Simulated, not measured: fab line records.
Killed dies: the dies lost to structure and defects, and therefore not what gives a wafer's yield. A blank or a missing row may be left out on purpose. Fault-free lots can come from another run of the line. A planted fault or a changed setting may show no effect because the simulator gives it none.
Which of the tools did it? | flow sky130 | Sampling: 6 lots, 18 wafers, 2 of 708 route steps

== WHAT THE GAUGES SHOWED, per wafer ==
SKY_LI_CONTACT_RS_MEAS_22: measures by four-point-probe.
lot  | measured     | on            | LI_CONTACT_W_RS (ohm/sq)
L744 | day 31 16:14 | film_metro-02 | 0.266 0.267 0.268
L751 | day 33 19:10 | film_metro-03 | 0.286 0.291 0.283
L754 | day 34 19:10 | film_metro-03 | 0.283 0.283 0.282
L756 | day 35 14:14 | film_metro-02 | 0.289 0.283 0.289
L758 | day 36 01:06 | film_metro-02 | 0.280 0.282 0.283
L760 | day 36 12:59 | film_metro-02 | 0.283 0.285 0.291

== WHICH TOOL RAN EACH LOT (tool, then ch and the chambers of the sampled wafers, then the start) ==
lot  | SKY_LI_CONTACT_CVD_21
L744 | cvd_w-02 ch 0,1, day 31 16:07
L751 | cvd_w-01 ch 0,1, day 33 19:03
L754 | cvd_w-02 ch 0,1, day 34 19:02
L756 | cvd_w-02 ch 0,1, day 35 14:05
L758 | cvd_w-02 ch 0,1, day 36 00:59
L760 | cvd_w-02 ch 0,1, day 36 12:50
- SKY_LI_CONTACT_CVD_21: deposits W, target thk 400 nm, time 120.56 s.

== THE ANSWER, worked out from the rows above alone ==
Rule: usual is defined by the lots themselves. Put in order of their means at a reading, lots are off if they are a third of the lots or fewer, leave a main group of 4 or more, and stand apart from it by a gap of 3 or more times the standard deviation of the main group's means; of several such gaps the widest counts. The tables above print the reading to a certain number of digits; a main group whose means all agree to those digits is not used. A lot without any number at a reading at which 4 lots or more have one is off too. The other lots that the step has rows for count as sound.
Off: L744, at SKY_LI_CONTACT_RS_MEAS_22 (LI_CONTACT_W_RS). The main group: mean 0.285 ohm/sq, standard deviation 0.0022.
A tool fits if, at a process step before that reading, it ran every lot that is off, and no sound lot after the first of them. Gauges at SKY_LI_CONTACT_RS_MEAS_22: tried the same way as those tools. None of those tried fits.

== WHAT WAS PUT IN BY THE SIMULATOR ==
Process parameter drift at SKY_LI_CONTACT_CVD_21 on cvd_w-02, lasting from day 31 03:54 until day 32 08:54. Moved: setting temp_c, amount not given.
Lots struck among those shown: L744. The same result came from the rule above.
